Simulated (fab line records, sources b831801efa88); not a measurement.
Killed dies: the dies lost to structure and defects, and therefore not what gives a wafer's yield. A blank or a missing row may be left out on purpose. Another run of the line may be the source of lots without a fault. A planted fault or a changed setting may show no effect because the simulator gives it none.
fab line records | flow sky130
record: lots: 6 wafers: 18 lastDay: 50
route steps=708 shown SPACER@306 POLY_CUT@307 SD_P@320 RES_XHIGH@332 SD_N@342 PAD_OPEN@708
lots with no fault: from the same line, run without faults
startH: start of the lot's first displayed wafer, in hours after the record's first day | waitH: hours since the lot's step before | " the same as in the row above | L1.1+2: a single row standing in for several wafers | - no value, or no start given | * or withheld: withheld | < > ~ a bound
route shown NAME@n: names a module that has steps shown in the file, with the first one's number in the route | usual: average and standard deviation across the fault-free wafers | same: alike in all rows | chamber/n: place in a boat | sites: readings site by site | _std_site: standard deviation of those values | _edge_site: mean of outer sites minus mean of inner sites | radiusMm: for every site, how far away it sits from the centre of the wafer | mask NAME#n: copy n | behind: the tool/chamber that last shaped the wafer | hold: the reason the lot was held/the length of the hold in hours/how it ended | device: the n, p or np transistor that did not switch | end of line: the same wafers' tests at the end of the route | a step with no rows: only its recipe | killed: at the first sort, the dies lost to defects and structure; wafer yield is something else | map: a wafer's dies, x killed, . not, _ none there
set.NAME: the setting that was run; set.NAME@STEP: the one run at that earlier step | model.NAME: the simulator's own value behind a step, which no gauge read
a table for each step, a row for each wafer; lots at some steps of the route
services: when a tool's chamber went out of use (startH, in hours from the record's first day, below 0 if earlier), for how many hours, and the reason
== steps ==
step: SKY_SPACER_ETCHBACK_02
recipe: chemistry: CH3F/O2 target: Si3N4 stopOn: SiO2 sourceW: 400 biasW: 80 pressureMtorr: 25 ch3fFlowSccm: 40 O2_flow_sccm: 30 timeS: 46.7 targetDepthA: 450
usual: biasW: 79.98/0.22 drypumpMotorCurrentA: 5.7/0.45 oesProductAu: 0.851/0.0069 throttleValvePct: 10.561/0.0086
columns lot.wafer tool chamber startH waitH biasW drypumpMotorCurrentA oesProductAu rfHoursCounterH throttleValvePct
L623.2 rieDiel-01 3 560.25 0.0 79.85 5.8 0.845 22 10.570
L623.3 " 1 " " 79.56 5.5 0.843 1 10.584
L623.6 " 1 " " 79.90 5.5 0.848 - 10.534
L625.1 rieDiel-03 3 569.93 0.1 80.33 5.2 0.840 75 10.571
L625.3 " 0 " " 80.31 5.2 0.849 5 10.570
L625.5 " 2 " " 80.18 5.2 0.844 - 10.564
L631.2 rieDiel-03 3 623.01 0.0 80.37 5.2 0.863 1 10.545
L631.3 " 0 " " 80.04 5.2 0.849 6 10.566
L631.5 " 3 " " 80.26 5.2 0.852 - 10.553
L632.2 rieDiel-04 1 637.48 0.0 79.98 6.2 0.846 42 10.562
L632.4 " 3 " " 79.86 6.6 0.852 16 10.551
L632.5 " 0 " " 80.07 5.8 0.845 - 10.551
L638.2 rieDiel-01 1 696.45 0.0 80.04 5.5 0.860 4 10.559
L638.4 " 2 " " 79.93 5.1 0.860 5 10.565
L638.5 " 2 " " 79.92 5.1 0.864 - 10.565
L642.4 rieDiel-04 3 704.09 0.0 79.73 6.6 0.851 18 10.572
L642.5 " 2 " " 80.08 6.1 0.838 - 10.570
L642.6 " 1 " " 80.26 6.1 0.846 - 10.548
step: SKY_POLY_CUT_DEHYDRATE_00
recipe: tempC: 200 timeS: 60
step: SKY_POLY_CUT_HMDS_01
recipe: primeTimeS: 60 primeTempC: 120
step: SKY_POLY_CUT_COAT_02
recipe: resist: BARC tempC: withheld timeS: withheld spinRpm: 3000 resistThkNm: 60
step: SKY_POLY_CUT_COAT_03
recipe: resist: KrF-thick spinRpm: 3000 resistThkNm: 450
step: SKY_POLY_CUT_SOFTBAKE_04
recipe: tempC: 100 timeS: 90 resist: KrF-thick
step: SKY_POLY_CUT_EXPOSE_05
recipe: maskId: NPCM na: 0.8 sourceShape: annular sigmaInner: 0.55 sigmaOuter: 0.85 targetCdNm: 270 doseMj: 32
step: SKY_POLY_CUT_PEB_06
recipe: pebTempC: withheld pebTimeS: withheld resist: KrF-thick
step: SKY_POLY_CUT_DEVELOP_07
recipe: developTimeS: 60 resist: KrF-thick devTempC: 21
step: SKY_POLY_CUT_CD_MEAS_08
recipe: targetCdNm: 270
usual: cdNm: 270.1/1.2
columns lot.wafer tool chamber startH waitH cdNm
L623.2 cdSem-02 - 590.19 - 270.0
L623.3 " - " " 270.0
L623.6 " - " " 271.1
L625.1 cdSem-01 - 599.92 - 269.8
L625.3 " - " " 270.7
L625.5 " - " " 271.3
L631.2 cdSem-02 - 649.99 - 269.7
L631.3 " - " " 271.5
L631.5 " - " " 272.0
L632.2 cdSem-01 - 665.55 - 270.9
L632.4 " - " " 269.2
L632.5 " - " " 269.4
L638.2 cdSem-02 - 724.74 - 267.7
L638.4 " - " " 267.3
L638.5 " - " " 267.9
L642.4 cdSem-01 - 731.53 - 270.5
L642.5 " - " " 270.8
L642.6 " - " " 270.5
step: SKY_POLY_CUT_OVL_MEAS_09
usual: POLY_CUT_OVL: 2/5
columns lot.wafer tool chamber startH waitH POLY_CUT_OVL[nm]
L623.2 overlay-01 - 590.29 0.1 1
L623.3 " - " " 1
L623.6 " - " " 9
L625.1 overlay-02 - 600.04 0.1 -1
L625.3 " - " " 0
L625.5 " - " " 2
L631.2 overlay-01 - 650.09 0.1 3
L631.3 " - " " 10
L631.5 " - " " 3
L632.2 overlay-02 - 665.66 0.1 -6
L632.4 " - " " -6
L632.5 " - " " -13
L638.2 overlay-01 - 724.84 0.1 -2
L638.4 " - " " 3
L638.5 " - " " -2
L642.4 overlay-01 - 731.61 0.1 4
L642.5 " - " " 3
L642.6 " - " " -1
step: SKY_POLY_CUT_ETCH_10
recipe: chemistry: N2/H2 target: BARC ionEnergyEv: 200 sourceW: 500 biasW: 100 pressureMtorr: 30 n2FlowSccm: 100 h2FlowSccm: 200 stopOn: SiO2 timeS: 45.9 targetDepthA: 600
usual: biasW: 99.95/0.29 drypumpMotorCurrentA: 5.5/0.55 oesProductAu: 0.854/0.0053 throttleValvePct: 13.226/0.0092
columns lot.wafer tool chamber startH waitH biasW drypumpMotorCurrentA oesProductAu rfHoursCounterH throttleValvePct
L623.2 rieDiel-01 0 590.32 0.0 100.29 5.8 0.857 0 13.222
L623.3 " 2 " " 99.89 5.2 0.846 3 13.205
L623.6 " 1 " " 99.68 5.5 0.856 - 13.227
L625.1 rieDiel-02 2 600.07 0.0 99.65 5.9 0.843 10 13.213
L625.3 " 3 " " 100.20 4.7 0.853 9 13.240
L625.5 " 1 " " 100.26 5.3 0.858 - 13.219
L631.2 rieDiel-02 2 650.12 0.0 99.48 5.9 0.851 11 13.215
L631.3 " 0 " " 99.69 4.7 0.857 8 13.228
L631.5 " 0 " " 99.49 4.7 0.843 - 13.226
L632.2 rieDiel-02 1 665.69 0.0 99.67 5.3 0.849 15 13.223
L632.4 " 3 " " 100.08 4.7 0.855 11 13.224
L632.5 " 2 " " 99.97 5.9 0.856 - 13.246
L638.2 rieDiel-04 3 724.87 0.0 99.84 6.6 0.859 18 13.224
L638.4 " 0 " " 99.82 5.8 0.852 4 13.227
L638.5 " 2 " " 100.52 6.1 0.853 - 13.214
L642.4 rieDiel-01 2 731.62 0.0 100.00 5.1 0.864 6 13.224
L642.5 " 3 " " 99.51 5.9 0.859 - 13.236
L642.6 " 0 " " 99.89 5.8 0.862 - 13.227
step: SKY_POLY_CUT_ETCH_11
recipe: target: Si3N4 chemistry: CF4/CH2F2/Ar stopOn: poly-Si sourceW: 600 biasW: 150 pressureMtorr: 40 cf4FlowSccm: 40 ch2f2FlowSccm: 20 Ar_flow_sccm: 150 timeS: 42.5 targetDepthA: 600
usual: biasW: 150.0/0.43 ch2f2FlowSccm: 19.99/0.059 drypumpMotorCurrentA: 5.5/0.54 oesProductAu: 0.829/0.006 throttleValvePct: 14.995/0.0086
columns lot.wafer tool chamber startH waitH biasW ch2f2FlowSccm drypumpMotorCurrentA oesProductAu rfHoursCounterH throttleValvePct
L623.2 rieDiel-01 0 590.37 0.0 149.8 20.07 5.8 0.822 0 14.987
L623.3 " 2 " " 150.0 19.96 5.1 0.825 3 15.014
L623.6 " 1 " " 149.3 20.00 5.5 0.835 - 15.005
L625.1 rieDiel-02 2 600.12 0.0 150.5 19.92 5.9 0.817 10 14.997
L625.3 " 3 " " 150.1 20.03 4.7 0.828 9 14.998
L625.5 " 1 " " 149.9 19.92 5.3 0.833 - 15.001
L631.2 rieDiel-02 2 650.17 0.0 149.7 19.98 5.9 0.833 11 14.997
L631.3 " 0 " " 149.4 20.07 4.7 0.842 8 14.992
L631.5 " 0 " " 149.4 20.02 4.7 0.819 - 15.004
L632.2 rieDiel-02 1 665.73 0.0 150.8 20.06 5.3 0.820 15 14.991
L632.4 " 3 " " 150.8 20.03 4.7 0.820 11 14.987
L632.5 " 2 " " 149.9 20.01 5.9 0.827 - 14.979
L638.2 rieDiel-04 3 724.92 0.0 150.1 20.07 6.6 0.829 18 14.992
L638.4 " 0 " " 149.4 20.11 5.8 0.838 4 14.990
L638.5 " 2 " " 150.2 19.95 6.1 0.838 - 14.996
L642.4 rieDiel-01 2 731.67 0.0 149.9 20.07 5.1 0.836 6 14.988
L642.5 " 3 " " 149.8 19.94 5.8 0.835 - 14.991
L642.6 " 0 " " 150.1 19.93 5.8 0.824 - 14.999
step: SKY_POLY_CUT_STRIP_12
recipe: chemistry: O2/N2 powerW: 1400 pressureMtorr: 1500 platenTempC: withheld o2FlowSccm: 3000 n2FlowSccm: 300 overashFraction: 0.5
usual: drypumpMotorCurrentA: 6.0/0.51 oesProductAu: 0.453/0.004 stripTimeToEndpointS: 5.359/0.022
columns lot.wafer tool chamber startH waitH drypumpMotorCurrentA oesProductAu rfHoursCounterH stripTimeToEndpointS
L623.2 plasmaAsher-02 0 590.41 0.0 6.8 0.456 15 5.327
L623.3 " 1 " " 5.5 0.445 - 5.330
L623.6 " 0 " " 6.8 0.456 - 5.321
L625.1 plasmaAsher-02 1 600.16 0.0 5.6 0.456 16 5.385
L625.3 " 1 " " 5.6 0.457 - 5.373
L625.5 " 0 " " 6.8 0.452 - 5.373
L631.2 plasmaAsher-02 1 650.21 0.0 5.5 0.451 21 5.361
L631.3 " 1 " " 5.5 0.457 - 5.325
L631.5 " 0 " " 6.8 0.454 - 5.331
L632.2 plasmaAsher-04 1 665.77 0.0 5.8 0.452 83 5.373
L632.4 " 0 " " 6.5 0.447 - 5.348
L632.5 " 0 " " 6.5 0.450 - 5.348
L638.2 plasmaAsher-02 1 724.96 0.0 5.5 0.439 29 5.323
L638.4 " 1 " " 5.5 0.451 - 5.332
L638.5 " 0 " " 6.8 0.449 - 5.325
L642.4 plasmaAsher-02 1 731.74 0.1 5.5 0.449 - 5.389
L642.5 " 1 " " 5.5 0.450 - 5.358
L642.6 " 0 " " 6.8 0.458 - 5.376
step: SKY_SD_P_DEHYDRATE_00
recipe: tempC: 198.4 timeS: 60
step: SKY_SD_P_HMDS_01
recipe: primeTimeS: 60 primeTempC: 120
step: SKY_SD_P_COAT_02
recipe: resist: NOVOLAK spinRpm: 3000 resistThkNm: 1140
step: SKY_SD_P_SOFTBAKE_03
recipe: tempC: 90 timeS: 60 resist: NOVOLAK
step: SKY_SD_P_EXPOSE_04
recipe: maskId: PSDM na: 0.6 sourceShape: conventional sigmaOuter: 0.6 polarization: unpolarized targetCdNm: 380 doseMj: 138
step: SKY_SD_P_PEB_05
recipe: tempC: withheld timeS: * resist: NOVOLAK
step: SKY_SD_P_DEVELOP_06
recipe: resist: NOVOLAK developer: TMAH developTimeS: 60 devTempC: 23
step: SKY_SD_P_CD_MEAS_07
recipe: targetCdNm: 380
usual: cdNm: 379.9/2.7
columns lot.wafer tool chamber startH waitH cdNm
L623.2 cdSem-01 - 618.63 0.1 374.7
L623.3 " - " " 374.2
L623.6 " - " " 373.0
L625.1 cdSem-01 - 628.08 0.1 380.5
L625.3 " - " " 384.2
L625.5 " - " " 382.5
L631.2 cdSem-01 - 677.90 0.1 378.7
L631.3 " - " " 377.4
L632.2 cdSem-02 - 694.05 0.1 380.1
L632.4 " - " " 381.4
L632.5 " - " " 384.2
L638.2 cdSem-02 - 753.20 0.1 386.7
L638.4 " - " " 381.2
L638.5 " - " " 383.0
L642.4 cdSem-02 - 758.32 0.1 380.4
L642.5 " - " " 379.7
L642.6 " - " " 380.6
step: SKY_SD_P_OVL_MEAS_08
usual: SD_P_OVL: -0.5/1.5
columns lot.wafer tool chamber startH waitH SD_P_OVL[nm]
L623.2 overlay-02 - 618.74 0.1 -1.2
L623.3 " - " " 0.3
L623.6 " - " " -1.4
L625.1 overlay-01 - 628.20 0.1 1.7
L625.3 " - " " 1.0
L625.5 " - " " 3.0
L631.2 overlay-01 - 678.00 0.1 -0.4
L631.3 " - " " -2.0
L632.2 overlay-02 - 694.16 0.1 -1.7
L632.4 " - " " -1.4
L632.5 " - " " -0.8
L638.2 overlay-01 - 753.30 0.1 1.1
L638.4 " - " " 0.7
L638.5 " - " " 0.6
L642.4 overlay-02 - 758.40 0.1 -0.9
L642.5 " - " " -1.3
L642.6 " - " " -1.2
step: SKY_SD_P_IMPLANT_09
recipe: species: BF2 energyKev: 20 doseCm2: 3e+15 tiltDeg: 0
step: SKY_SD_P_STRIP_10
recipe: chemistry: O2/N2 powerW: 1400 pressureMtorr: 1500 platenTempC: withheld o2FlowSccm: 3000 n2FlowSccm: 300 overashFraction: 0.5
usual: drypumpMotorCurrentA: 5.9/0.44 oesProductAu: 0.617/0.0046 stripTimeToEndpointS: 17.52/0.045
columns lot.wafer tool chamber startH waitH drypumpMotorCurrentA oesProductAu rfHoursCounterH stripTimeToEndpointS
L623.2 plasmaAsher-01 1 618.92 0.1 6.4 0.618 52 17.57
L623.3 " 1 " " 6.4 0.608 - 17.54
L623.6 " 0 " " 5.4 0.625 - 17.57
L625.1 plasmaAsher-04 0 628.39 0.1 6.6 0.610 80 17.56
L625.3 " 0 " " 6.5 0.613 - 17.52
L625.5 " 0 " " 6.5 0.616 - 17.57
L631.2 plasmaAsher-03 0 678.18 0.1 5.8 0.617 94 17.54
L631.3 " 1 " " 5.5 0.622 - 17.55
L632.2 plasmaAsher-04 0 694.34 0.1 6.6 0.617 86 17.47
L632.4 " 1 " " 5.8 0.617 - 17.46
L632.5 " 0 " " 6.6 0.616 - 17.42
L638.2 plasmaAsher-01 1 753.48 0.1 6.4 0.622 65 17.47
L638.4 " 0 " " 5.4 0.620 - 17.50
L638.5 " 1 " " 6.4 0.611 - 17.45
L642.4 plasmaAsher-01 1 758.60 0.1 6.4 0.619 - 17.52
L642.5 " 0 " " 5.4 0.619 - 17.47
L642.6 " 1 " " 6.4 0.618 - 17.49
step: SKY_SD_P_TW_MEAS_11
usual: SD_P_TW: 2827/23
columns lot.wafer tool chamber startH waitH SD_P_TW
L623.2 filmMetro-01 - 619.03 0.1 2847
L623.3 " - " " 2841
L623.6 " - " " 2851
L625.1 filmMetro-01 - 628.49 0.1 2838
L625.3 " - " " 2856
L625.5 " - " " 2852
L631.2 filmMetro-02 - 678.29 0.1 2804
L631.3 " - " " 2803
L632.2 filmMetro-03 - 694.45 0.1 2809
L632.4 " - " " 2814
L632.5 " - " " 2809
L638.2 filmMetro-02 - 753.59 0.1 2827
L638.4 " - " " 2824
L638.5 " - " " 2838
L642.4 filmMetro-01 - 758.70 0.1 2858
L642.5 " - " " 2865
L642.6 " - " " 2858
step: SKY_RES_XHIGH_DEHYDRATE_00
recipe: tempC: 200 timeS: 60
step: SKY_RES_XHIGH_HMDS_01
recipe: primeTimeS: 60 primeTempC: 120
step: SKY_RES_XHIGH_COAT_02
recipe: resist: NOVOLAK spinRpm: 3000 resistThkNm: 1140
step: SKY_RES_XHIGH_SOFTBAKE_03
recipe: tempC: 90 timeS: 60 resist: NOVOLAK
step: SKY_RES_XHIGH_EXPOSE_04
recipe: maskId: URPM na: 0.6 sourceShape: conventional sigmaOuter: 0.6 polarization: unpolarized targetCdNm: 1270 doseMj: 140
step: SKY_RES_XHIGH_PEB_05
recipe: tempC: withheld timeS: * resist: NOVOLAK
step: SKY_RES_XHIGH_DEVELOP_06
recipe: resist: NOVOLAK developer: TMAH developTimeS: 60 devTempC: 23
step: SKY_RES_XHIGH_IMPLANT_07
recipe: species: BF2 energyKev: 19.69 doseCm2: 3.6e+14 tiltDeg: 0
step: SKY_RES_XHIGH_STRIP_08
recipe: chemistry: O2/N2 powerW: 1400 pressureMtorr: 1500 platenTempC: withheld o2FlowSccm: 3000 n2FlowSccm: 300 overashFraction: 0.5
usual: drypumpMotorCurrentA: 6.0/0.55 oesProductAu: 0.711/0.0048 stripTimeToEndpointS: 14.30/0.041
columns lot.wafer tool chamber startH waitH drypumpMotorCurrentA oesProductAu rfHoursCounterH stripTimeToEndpointS
L623.2 plasmaAsher-01 1 645.92 0.1 6.4 0.712 54 14.31
L623.3 " 0 " " 5.4 0.717 - 14.33
L623.6 " 0 " " 5.4 0.710 - 14.34
L625.1 plasmaAsher-01 0 656.48 0.1 5.4 0.709 55 14.28
L625.3 " 0 " " 5.4 0.712 - 14.31
L625.5 " 1 " " 6.4 0.714 - 14.29
L631.2 plasmaAsher-03 0 705.86 0.1 5.8 0.702 97 14.35
L631.3 " 0 " " 5.8 0.715 - 14.35
L632.2 plasmaAsher-02 1 722.08 0.1 5.5 0.706 28 14.31
L632.4 " 1 " " 5.5 0.706 - 14.27
L632.5 " 1 " " 5.5 0.708 - 14.26
L638.2 plasmaAsher-01 0 780.82 0.1 5.4 0.707 67 14.32
L638.4 " 0 " " 5.4 0.710 - 14.28
L638.5 " 1 " " 6.4 0.715 - 14.31
L642.4 plasmaAsher-02 1 784.50 0.1 5.5 0.712 - 14.25
L642.5 " 1 " " 5.5 0.716 - 14.28
L642.6 " 0 " " 6.7 0.713 - 14.24
step: SKY_RES_XHIGH_TW_MEAS_09
usual: RES_XHIGH_TW: 1624/13
columns lot.wafer tool chamber startH waitH RES_XHIGH_TW
L623.2 filmMetro-03 - 646.03 0.1 1607
L623.3 " - " " 1605
L623.6 " - " " 1610
L625.1 filmMetro-02 - 656.58 0.1 1624
L625.3 " - " " 1632
L625.5 " - " " 1629
L631.2 filmMetro-02 - 705.97 0.1 1623
L631.3 " - " " 1617
L632.2 filmMetro-02 - 722.19 0.1 1621
L632.4 " - " " 1622
L632.5 " - " " 1619
L638.2 filmMetro-01 - 780.93 0.1 1642
L638.4 " - " " 1643
L638.5 " - " " 1638
L642.4 filmMetro-01 - 784.59 0.1 1642
L642.5 " - " " 1645
L642.6 " - " " 1634
step: SKY_SD_N_DEHYDRATE_00
recipe: tempC: 200 timeS: 60
step: SKY_SD_N_HMDS_01
recipe: primeTimeS: 60 primeTempC: 120
step: SKY_SD_N_COAT_02
recipe: resist: NOVOLAK spinRpm: 3000 resistThkNm: 1140
step: SKY_SD_N_SOFTBAKE_03
recipe: tempC: 90 timeS: 60 resist: NOVOLAK
step: SKY_SD_N_EXPOSE_04
recipe: maskId: NSDM na: 0.6 sourceShape: conventional sigmaOuter: 0.6 polarization: unpolarized targetCdNm: 380 doseMj: 141
step: SKY_SD_N_PEB_05
recipe: tempC: withheld timeS: * resist: NOVOLAK
step: SKY_PAD_OPEN_PROBE_99
usual: killed_at_M0_to_M3: 43/6.8 killed_at_M4_up: 3.3/1.8 killedAtContacts: 25/5.9 killedAtFrontEnd: 16/4.2 killedAtOther: 0.3/0.69 killedDies: 87/8.6 killedOnRim: 17/3.6 killedOpen: 48/6.3 killedShort: 39/5.3
same: grossDies: 492 killedAtBackSide: 0
columns lot.wafer tool chamber startH waitH killed_at_M0_to_M3 killed_at_M4_up killedAtContacts killedAtFrontEnd killedAtOther killedDies killedOnRim killedOpen killedShort
L623.2 prober-01 - 1095.49 0.1 52 1 19 16 0 88 9 52 36
L623.3 prober-01 - 1095.54 0.2 49 4 30 12 0 95 15 53 42
L623.6 prober-01 - 1095.69 0.2 41 0 26 14 0 81 22 47 34
L625.1 prober-02 - 1102.05 0.1 38 3 34 15 0 90 14 48 41
L625.3 prober-02 - 1102.15 0.2 51 1 26 11 0 89 19 55 34
L625.5 prober-02 - 1102.25 0.2 44 2 29 23 0 98 26 60 38
L631.2 prober-02 - 1138.81 0.1 46 4 24 15 0 89 19 49 39
L631.3 prober-02 - 1138.86 0.2 34 4 27 20 0 85 19 46 39
L631.5 prober-02 - 1138.96 0.2 60 1 30 284 0 375 96 63 45
L632.2 prober-01 - 1148.55 0.1 17 1 23 21 0 62 7 36 21
L632.4 prober-01 - 1148.65 0.2 39 2 30 178 0 249 62 52 39
L632.5 prober-01 - 1148.70 0.2 45 4 30 146 0 225 50 48 46
L638.2 prober-01 - 1185.20 0.1 41 1 27 10 3 82 16 38 44
L638.4 prober-01 - 1185.30 0.2 40 5 22 18 0 85 19 51 33
L638.5 prober-01 - 1185.35 0.2 52 3 29 15 1 100 18 53 47
L642.4 prober-02 - 1192.09 0.2 29 4 35 13 0 81 16 43 37
L642.5 prober-02 - 1192.14 0.2 28 3 23 14 0 68 16 32 35
L642.6 prober-02 - 1192.19 0.2 47 5 20 22 0 94 20 42 52
killed by level:class
L623.2 VIA1:geometricParticle:open=12 METAL1:geometricParticle:short=10 VIA3:geometricParticle:open=9 VIA2:geometricParticle:open=8 LOCAL_INTERCONNECT:geometricParticle:short=6 METAL2:geometricParticle:short=6 LI_CONTACT:geometricParticle:open=5 POLY_GATE:geometricParticle:open=5
L623.3 LI_CONTACT:geometricParticle:open=11 VIA2:geometricParticle:open=9 VIA3:geometricParticle:open=9 LOCAL_INTERCONNECT:geometricParticle:short=8 METAL1:geometricParticle:short=8 VIA1:geometricParticle:open=7 CONTACT:geometricParticle:open=7 POLY_GATE:geometricParticle:short=6
L623.6 CONTACT:geometricParticle:open=10 VIA1:geometricParticle:open=7 LI_CONTACT:geometricParticle:open=7 VIA3:geometricParticle:open=7 METAL2:geometricParticle:short=6 LOCAL_INTERCONNECT:geometricParticle:short=5 POLY_GATE:geometricParticle:open=4 METAL1:geometricParticle:short=4
L625.1 CONTACT:geometricParticle:open=11 VIA3:geometricParticle:open=10 LI_CONTACT:geometricParticle:open=9 CONTACT:geometricParticle:short=6 FIELD_ISO:geometricParticle:short=5 VIA3:geometricParticle:short=5 POLY_GATE:geometricParticle:open=4 LOCAL_INTERCONNECT:geometricParticle:short=4
L625.3 VIA1:geometricParticle:open=16 VIA2:geometricParticle:open=10 CONTACT:geometricParticle:open=8 VIA3:geometricParticle:open=5 LI_CONTACT:geometricParticle:short=5 LI_CONTACT:geometricParticle:open=4 LOCAL_INTERCONNECT:geometricParticle:short=4 CONTACT:geometricParticle:short=4
L625.5 VIA1:geometricParticle:open=12 CONTACT:geometricParticle:open=12 VIA2:geometricParticle:open=7 LI_CONTACT:geometricParticle:open=6 VIA3:geometricParticle:open=6 METAL2:geometricParticle:short=6 FIELD_ISO:geometricParticle:short=5 FIELD_ISO:geometricParticle:open=5
L631.2 CONTACT:geometricParticle:open=10 VIA1:geometricParticle:short=8 VIA2:geometricParticle:open=8 LI_CONTACT:geometricParticle:open=7 FIELD_ISO:geometricParticle:open=6 VIA1:geometricParticle:open=6 VIA3:geometricParticle:open=5 METAL1:geometricParticle:short=5
L631.3 VIA3:geometricParticle:open=8 LI_CONTACT:geometricParticle:open=7 CONTACT:geometricParticle:open=7 VIA1:geometricParticle:open=7 FIELD_ISO:geometricParticle:open=5 POLY_GATE:geometricParticle:open=5 FIELD_ISO:geometricParticle:short=4 POLY_GATE:geometricParticle:short=4
L631.5 POLY_CUT:areaEtch=266 VIA1:geometricParticle:open=15 CONTACT:geometricParticle:open=10 VIA3:geometricParticle:open=9 VIA1:geometricParticle:short=9 POLY_GATE:geometricParticle:open=8 LI_CONTACT:geometricParticle:open=8 VIA2:geometricParticle:open=8
L632.2 CONTACT:geometricParticle:open=9 FIELD_ISO:geometricParticle:open=5 LI_CONTACT:geometricParticle:open=5 POLY_GATE:geometricParticle:short=4 LOCAL_INTERCONNECT:geometricParticle:short=4 VIA1:geometricParticle:open=4 VIA2:geometricParticle:open=4 VIA3:geometricParticle:open=4
L632.4 POLY_CUT:areaEtch=158 LI_CONTACT:geometricParticle:open=12 METAL1:geometricParticle:short=9 FIELD_ISO:geometricParticle:open=8 CONTACT:geometricParticle:open=7 VIA1:geometricParticle:open=7 CONTACT:geometricParticle:short=5 VIA3:geometricParticle:open=5
L632.5 POLY_CUT:areaEtch=131 VIA1:geometricParticle:open=12 VIA3:geometricParticle:open=10 CONTACT:geometricParticle:open=9 LI_CONTACT:geometricParticle:open=6 LOCAL_INTERCONNECT:geometricParticle:short=6 METAL2:geometricParticle:short=6 FIELD_ISO:geometricParticle:open=4
L638.2 CONTACT:geometricParticle:open=10 VIA1:geometricParticle:open=8 METAL2:geometricParticle:short=8 LOCAL_INTERCONNECT:geometricParticle:short=7 LI_CONTACT:geometricParticle:open=6 VIA1:geometricParticle:short=4 METAL3:geometricParticle:short=4 VIA3:geometricParticle:short=4
L638.4 FIELD_ISO:geometricParticle:open=9 VIA3:geometricParticle:open=7 LI_CONTACT:geometricParticle:open=7 VIA1:geometricParticle:open=7 VIA2:geometricParticle:short=6 VIA2:geometricParticle:open=6 CONTACT:geometricParticle:open=5 FIELD_ISO:geometricParticle:short=4
L638.5 METAL1:geometricParticle:short=12 VIA1:geometricParticle:open=11 CONTACT:geometricParticle:open=10 LI_CONTACT:geometricParticle:open=8 VIA3:geometricParticle:open=8 VIA3:geometricParticle:short=7 FIELD_ISO:geometricParticle:open=6 CONTACT:geometricParticle:short=5
L642.4 LI_CONTACT:geometricParticle:open=12 CONTACT:geometricParticle:open=10 CONTACT:geometricParticle:short=6 VIA1:geometricParticle:open=6 METAL1:geometricParticle:short=5 FIELD_ISO:geometricParticle:short=3 LOCAL_INTERCONNECT:geometricParticle:short=3 VIA2:geometricParticle:short=3
L642.5 CONTACT:geometricParticle:open=8 CONTACT:geometricParticle:short=7 POLY_GATE:geometricParticle:short=5 VIA2:geometricParticle:open=5 LI_CONTACT:geometricParticle:open=5 METAL1:geometricParticle:short=5 VIA3:geometricParticle:open=5 METAL2:geometricParticle:short=4
L642.6 METAL2:geometricParticle:short=9 VIA1:geometricParticle:open=8 LOCAL_INTERCONNECT:geometricParticle:short=7 CONTACT:geometricParticle:open=7 FIELD_ISO:geometricParticle:short=6 POLY_GATE:geometricParticle:short=6 VIA3:geometricParticle:open=6 POLY_GATE:geometricParticle:open=5
map L631.5 (x killed, . not)
__________xxxxxxxxxx_________
________xxxxxxxxxxxxxx_______
______xxxxxxxxxxxxxxxxxx_____
_____xxxxxxxxxxxxxxxxxxxx____
____xx....x.xxxxxxxxxxxxxx___
___xxxxxx.x..xxxxxxxxxxxxxx__
__xxxxx.x.xx.x.x.xxxxxxxxxxx_
_xxxxx.xx......xxx.xxxxxxxxxx
_xxxx.x.xx..xx.xxx.xxxxxxxxxx
_xx..xx..x..x.xxxxxx.xxxxxxxx
_xxxxxx.x....x...x..xxxxxxxxx
_xxxx..xx........x....xxxxxxx
_xx.x..x......x....xxxxxxxxxx
_xxxxxx..xxxx.xx.xxxxxxxxxxxx
_xxx..xx....x.......xxxxxxxxx
__xxxxxx.xx.xx.xx.xxxxxxxxxx_
___xxxx.xx.......xx..xxxxxx__
____xxxxxxxx....xxxxx.xxxx___
_____xxxxxxx......xxxxxxx____
______xxxxxx.xxx..xxxxxx_____
________xxxxxxxxxxxxxx_______
__________xxxxxxxxxx_________
map L632.4 (x killed, . not)
__________xxxx.xxxx._________
________.xx..xx..xxx.._______
______xxxxxxxxxxxx.x..xx_____
_____...x..xxxxx...xx.xx.____
____....xxxxxxx.x.xx.x.xxx___
___.xxx.x.x..xx....x.xx.x..__
__x....xx....x....x..x....x._
_.xx...x.......x..x......x...
_x...x...x...x.............xx
_x.x..x........x....x..x.....
_.xx..xx..xx.xx.x.x.x........
_.x.xxx.xx..x.......xx....x.x
_.xxxxxxxxxx...x......x..x...
_x..xx.xx...x.........xx..xx.
_xxxxxxxx.xx...x.xx...xx.....
__.xxx.x.x..x..xx..x..xx.xx._
___xxxxx.xxx...xx.xx..x...x__
____xxxx.x..x.x.xxxx.x.x.x___
_____xxxxxx.xxxxxxxxxxx.x____
______xxxxxxxxxxxxxxxxxx_____
________xxxxxxxxxx.xxx_______
__________xxxxx.xxxx_________
== services ==
columns tool chamber startH hours kind
rieDiel-04 2 552.13 9.6 repair
rieDiel-01 0 555.00 6.1 repair
rieDiel-01 0 561.15 - clean
rieDiel-01 0 561.15 28.5 scheduledDown
rieDiel-01 0 561.15 28.5 ventCycle
rieDiel-04 2 570.32 3.7 repair
rieDiel-04 0 579.59 5.0 repair
plasmaAsher-02 - 595.27 0.7 repair
rieDiel-04 - 598.50 28.1 pm
plasmaAsher-04 - 600.10 1.6 repair
plasmaAsher-01 - 609.19 5.1 repair
plasmaAsher-04 - 611.08 2.1 repair
plasmaAsher-01 - 614.37 2.8 pm
rieDiel-04 1 639.74 32.8 repair
rieDiel-04 0 653.98 5.4 repair
plasmaAsher-02 - 717.01 0.7 repair
plasmaAsher-03 - 719.99 4.0 pm
plasmaAsher-03 - 733.80 9.0 pm
rieDiel-04 1 759.31 - clean
rieDiel-04 1 759.31 24.7 scheduledDown
rieDiel-04 0 760.17 3.1 repair
rieDiel-02 3 760.71 2.2 repair
rieDiel-01 2 765.82 10.5 repair
rieDiel-02 - 777.61 16.7 repair
== key ==
firstSign: step: SKY_PAD_OPEN_PROBE_99 reading: killedAtFrontEnd direction: up sigmas: 45 usual: 16 struck: 203
effect: step: SKY_PAD_OPEN_PROBE_99 reading: killedDies direction: up sigmas: 23 usual: 87 struck: 283
moreKillsBornAt: SKY_POLY_CUT_ETCH_11@rieDiel-02: 555
metAt SKY_POLY_CUT_ETCH_11
struckWafers L631.5,L632.4,L632.5
laterRowsLeftOut L631.5
testerLeftOut L631,L632
onsetBetween 600.12 650.17
fault: kind: processParameterDrift tool: rieDiel-02 chamber: - onsetH: 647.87 steps: SKY_POLY_CUT_ETCH_11 channel: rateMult offset: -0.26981 shape: step endH: 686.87 scope: struckWafersOnly
testerLeftOut: of these lots the tester's yield and bins aren't shown, on N5 and GAA mostly nor the transistor test; their killed dies are dies lost to structure and defects alone, not to doping, threshold or leakage, so they don't give the yield
laterRowsLeftOut: the simulator's readings of these wafers behind a module that went badly wrong aren't trusted and aren't shown, but for the sort
